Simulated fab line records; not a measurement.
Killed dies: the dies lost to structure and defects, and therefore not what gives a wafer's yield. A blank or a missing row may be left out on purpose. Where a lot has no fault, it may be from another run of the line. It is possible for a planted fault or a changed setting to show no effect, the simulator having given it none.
A struck lot beside a sound one / flow sky130 / 15 steps out of a route of 708
Sound: wafers L776.2, L776.3, L776.5. Struck: wafers L781.1, L781.5, L781.6. The cause is named last.
Order at every step that has rows: each side's tool, ch and its chambers, its first start. Under that, the readings that differ: sound wafers / struck wafers / difference of the means / sigmas: that difference in standard deviations of wafers without a fault.
alike: words and numbers the same on both sides, and readings whose means are apart by under 2 such deviations; not compared: readings that were withheld, readings missing a value for some wafer, numbers with overlapping values and no deviation given by the record, and bounds like >300 which may hide the same value.
A row with sigmas, a row that says differs or no value, or rows on one side alone: a step with any of these is where the two part. When numbers do not overlap yet have no deviation, they are printed without sigmas and do not part them. A reading that every wafer of one side lacks parts them only if that side has two wafers or more.

first, 8 steps without rows for these wafers: SKY_VIA2_DEHYDRATE_04 (time 60 s); SKY_VIA2_HMDS_05 (prime time 60 s); SKY_VIA2_COAT_06 (resist thk 60 nm); SKY_VIA2_COAT_07 (resist thk 450 nm); SKY_VIA2_SOFTBAKE_08 (time 90 s); SKY_VIA2_EXPOSE_09 (exposes mask VIM2, target cd 200 nm); SKY_VIA2_PEB_10; SKY_VIA2_DEVELOP_11 (develop time 60 s).
SKY_VIA2_CD_MEAS_12: target cd 200 nm.
  sound: cd_sem-01 at day 39 15:35; struck: cd_sem-01 at day 41 08:07
  alike: cd_nm
SKY_VIA2_OVL_MEAS_13:
  sound: overlay-02 at day 39 15:41; struck: overlay-02 at day 41 08:14
  alike: VIA2_OVL
SKY_VIA2_ETCH_14: etches BARC in N2/H2, stops on SiO2, time 45.9 s, target depth 60 nm.
  sound on rie_diel-04 ch 0,1, day 39 15:43; struck on rie_diel-04 ch 2,3, day 41 08:17
  alike: drypump_motor_current_A, oes_product_au, throttle_valve_pct
  not compared: rf_hours_counter_h
SKY_VIA2_ETCH_15: etches SiO2 in C4F8/O2/Ar, stops on TiN, target depth 546 nm, time 84 s.
  sound on rie_diel-04 ch 0,1, day 39 15:46; struck on rie_diel-04 ch 2,3, day 41 08:19
  alike: oes_product_au
  not compared: rf_hours_counter_h
SKY_VIA2_STRIP_16: strips in O2/N2.
  sound on plasma_asher-03 ch 0,1, day 39 15:50; struck on plasma_asher-04 ch 0,1, day 41 08:23
  no value came back on the struck wafers for chamber_pressure_mTorr (mTorr), drypump_motor_current_A (A), oes_product_au (a.u.), strip_time_to_endpoint_s (s); on the sound wafers chamber_pressure_mTorr (mTorr) reads 1500.6 1498.0 1500.1
reading=model.KrF-thick_of_VIA2_COAT_07.thk_nm (nm); sound=0 0 0; struck=282.9 283 281.6; difference=+282.5; sigmas=
  not compared: rf_hours_counter_h
then, 1 step without rows for these wafers: SKY_VIA2_STRIP_17 (strips in post etch residue remover, time 1200 s).
-- the record jumps here: 8 days lie between the struck wafers' starts before and after (it left off in module VIA2 and takes up again in module PAD_OPEN, whose first step shown is number 708 of the route) --
SKY_PAD_OPEN_PROBE_99:
  sound: prober-01 at day 48 15:55; struck: prober-02 at day 49 17:50
reading=defect_limited_yield (%); sound=80.9 83.7 78.5; struck=0 0 0; difference=-81; sigmas=-43
reading=killed_at_M0_to_M3; sound=58 43 50; struck=447 443 438; difference=+392; sigmas=+54
reading=killed_dies; sound=94 80 106; struck=492 492 492; difference=+399; sigmas=+43
reading=killed_on_rim; sound=22 22 25; struck=96 96 96; difference=+73; sigmas=+19
reading=sort_bin_5_function (%); sound=10.8 9.1 11.4; struck=91.7 92.7 92.7; difference=+81.9; sigmas=+55
reading=sort_n_pass; sound=398 412 386; struck=0 0 0; difference=-399; sigmas=-43
reading=sort_yield_pct (%); sound=80.9 83.7 78.5; struck=0 0 0; difference=-81; sigmas=-43
  alike: killed_at_M4_up, killed_at_contacts, killed_at_front_end, killed_at_other, killed_open, killed_short, sort_bin_3_pad_short, sort_bin_6_memory

WHERE THEY PART
First at SKY_VIA2_STRIP_16; last, within this record, at SKY_PAD_OPEN_PROBE_99.

WHY: what had been put in by the simulator
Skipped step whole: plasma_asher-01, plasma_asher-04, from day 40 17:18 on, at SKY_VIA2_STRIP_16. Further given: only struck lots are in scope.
